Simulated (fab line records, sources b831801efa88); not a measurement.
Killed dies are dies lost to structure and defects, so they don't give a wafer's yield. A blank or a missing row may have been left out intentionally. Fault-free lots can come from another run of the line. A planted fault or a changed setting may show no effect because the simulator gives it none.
Split-lot experiment + flow gf180mcu + 27 wafers read from 5 lots, route of 602 steps

THE SPLIT
At GF_PASSIVATION_ETCH_11 (etches the open film in CF4/O2, stops on TiN, target depth 1800 nm, time 400 s), the setting time_s was moved away from the recipe's 400 s on 6 of the 27 wafers read, by -21.2% to +57.2%. The other wafers ran this setting at the recipe's value.

The reading comes from the split's own step.

THE READING
coat_of_PASSIVATION_COAT_06.thk_nm (the simulator's own value, which no gauge read), in nm, at GF_PASSIVATION_ETCH_11 (etches the open film in CF4/O2, stops on TiN, target depth 1800 nm, time 400 s). There is no usual value for it anywhere in the file. Average 2793 nm, standard deviation 14 nm, over the 21 wafers here run with the recipe.

| wafer  | tool, chamber at the split | time_s as run, s | against the recipe | coat_of_PASSIVATION_COAT_06.thk_nm, nm | against lot-mates on the recipe |
|--------|----------------------------|------------------|--------------------|----------------------------------------|---------------------------------|
| L075.1 | rie_diel-03, 2             | 400              | recipe             | 2773                                   | -                               |
| L075.2 | rie_diel-03, 3             | 400              | recipe             | 2799                                   | -                               |
| L075.3 | rie_diel-03, 0             | 400              | recipe             | 2784                                   | -                               |
| L075.4 | rie_diel-03, 1             | 400              | recipe             | 2779                                   | -                               |
| L075.5 | rie_diel-03, 1             | 400              | recipe             | 2803                                   | -                               |
| L075.6 | rie_diel-03, 2             | 400              | recipe             | 2778                                   | -                               |
| L077.1 | rie_diel-01, 2             | 400              | recipe             | 2801                                   | -                               |
| L077.2 | rie_diel-01, 3             | 400              | recipe             | 2788                                   | -                               |
| L077.6 | rie_diel-01, 3             | 400              | recipe             | 2788                                   | -                               |
| L077.3 | rie_diel-01, 1             | 400              | recipe             | 2799                                   | -                               |
| L077.4 | rie_diel-01, 0             | 400              | recipe             | 2779                                   | -                               |
| L077.5 | rie_diel-01, 2             | 400              | recipe             | 2812                                   | -                               |
| L076.1 | rie_diel-04, 3             | 315.4            | -21.2%             | 3038                                   | +246                            |
| L076.2 | rie_diel-04, 2             | 315.4            | -21.2%             | 3034                                   | +242                            |
| L076.3 | rie_diel-04, 0             | 400              | recipe             | 2783                                   | -                               |
| L076.4 | rie_diel-04, 1             | 315.4            | -21.2%             | 3050                                   | +258                            |
| L076.5 | rie_diel-04, 2             | 400              | recipe             | 2782                                   | -                               |
| L076.6 | rie_diel-04, 1             | 400              | recipe             | 2811                                   | -                               |
| L082.2 | rie_diel-03, 3             | 400              | recipe             | 2827                                   | -                               |
| L082.3 | rie_diel-03, 2             | 400              | recipe             | 2782                                   | -                               |
| L082.4 | rie_diel-03, 0             | 400              | recipe             | 2781                                   | -                               |
| L084.1 | rie_diel-03, 2             | 400              | recipe             | 2790                                   | -                               |
| L084.2 | rie_diel-03, 1             | 628.6            | +57.2%             | 2120                                   | -678                            |
| L084.3 | rie_diel-03, 3             | 628.6            | +57.2%             | 2156                                   | -642                            |
| L084.4 | rie_diel-03, 0             | 400              | recipe             | 2803                                   | -                               |
| L084.5 | rie_diel-03, 3             | 628.6            | +57.2%             | 2146                                   | -652                            |
| L084.6 | rie_diel-03, 0             | 400              | recipe             | 2802                                   | -                               |

FIT RESULTS
A straight line over all 27 wafers: coat_of_PASSIVATION_COAT_06.thk_nm changes by -11.5 nm for each +1% of time_s; r = -1.00; the points scatter about the line by 14 nm.
The same after taking each lot's own level away (the mean of its wafers on the recipe; 27 wafers): -11.5 nm for each +1%; r = -1.00; scatter 13 nm.
The reading moves by 6.6e+02 nm for the largest change in time_s, on that fit.
From 2786.0 to 2798.3 nm: that is the span of the lots' own levels, equal to 0.9 times the standard deviation above.
The two slopes are in agreement: the lot-to-lot level therefore moves the slope only a little.
Check: with one of the wafers moved furthest among these (+57.2%) left out of the fit, the line predicts -651 nm for it against its lot-mates. It came out at -678 nm against them.

OTHER SPLITS APPLIED TO THESE WAFERS
Before the reading, these wafers also passed through other splits. Each is held against what the fit with the lots' levels taken away leaves over:
| other split on the same wafers | wafers away from the commonest value | r with coat_of_PASSIVATION_COAT_06.thk_nm (lot level and that fit taken away) |
|--------------------------------|--------------------------------------|-------------------------------------------------------------------------------|
| GF_MIM_SPUTTER_09 time_s       | 12                                   | +0.08                                                                         |
| GF_TOP_METAL_SPUTTER_02 time_s | 12                                   | +0.07                                                                         |

THE WHOLE CHAIN: every reading that the file lists as answering this split, in the file's order
| step                    | what it does                                                                   | reading                                                                             | change (the file's fit)              | r (the file's) |
|-------------------------|--------------------------------------------------------------------------------|-------------------------------------------------------------------------------------|--------------------------------------|----------------|
| GF_PASSIVATION_ETCH_11  | etches the open film in CF4/O2, stops on TiN, target depth 1800 nm, time 400 s | coat_of_PASSIVATION_COAT_06.thk_nm (the simulator's own value, which no gauge read) | -11.5 nm for each +1% of the setting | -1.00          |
| GF_PASSIVATION_STRIP_12 | strips in O2/N2                                                                | strip_time_to_endpoint_s                                                            | withheld for each +1% of the setting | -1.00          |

THE FILE'S OWN FIT
coat_of_PASSIVATION_COAT_06.thk_nm changes by -11.5 nm for each +1% of time_s, r = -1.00.
